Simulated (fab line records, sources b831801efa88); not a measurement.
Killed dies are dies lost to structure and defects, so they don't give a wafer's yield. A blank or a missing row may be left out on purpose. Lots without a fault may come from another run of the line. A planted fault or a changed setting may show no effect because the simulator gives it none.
Chamber matching | flow sfq_line | SFQ_TRILAYER_I0_VIA_ETCH_VIA_ETCH_034 on rie_diel-02: 4 sister chambers
The step etches SiO2 in CHF3, stops on Nb, target depth 260 nm. 4 wafers are shown with their chamber, then 9 later ones without.

WAFERS WITH THEIR CHAMBER
wafer  | chamber | drypump_motor_current_A (A)
L617.1 | 3       | 5.7
L618.1 | 1       | 5.8
L618.2 | 0       | 5.5
L618.3 | 2       | 5.6

WAFERS WITHOUT THEIR CHAMBER
wafer  | drypump_motor_current_A (A)
L623.4 | 5.7
L623.6 | 5.8
L624.4 | 5.8
L629.1 | 5.7
L629.2 | 5.8
L629.5 | 5.5
L632.2 | 5.8
L632.3 | 5.4
L632.6 | 5.8

WHICH CHAMBER EACH WENT THROUGH
wafer  | from the rows above | in truth
L623.4 | 3                   | 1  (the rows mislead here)
L623.6 | 1                   | 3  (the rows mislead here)
L624.4 | 1                   | 1
L629.1 | 3                   | 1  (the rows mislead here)
L629.2 | 1                   | 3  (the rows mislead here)
L629.5 | 0                   | 0
L632.2 | 1                   | 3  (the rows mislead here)
L632.3 | 0                   | 0
L632.6 | 1                   | 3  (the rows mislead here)
Placed correctly: 3 of 9. Can't be placed from these rows: 0. Placed wrongly: 6.
How it was worked out, from the rows above alone: a wafer's distance from a chamber is the root of the sum, over the readings, of the square of ((its reading less the chamber's mean) divided by the reading's scatter). The wafer belongs to the nearest chamber; if the next one is less than 2 further off, it can't be placed. A chamber's mean is the mean of its shown wafers. The scatter: with one shown wafer a chamber, the root of the mean of the squares of how far each hidden wafer lies from its nearest shown one.
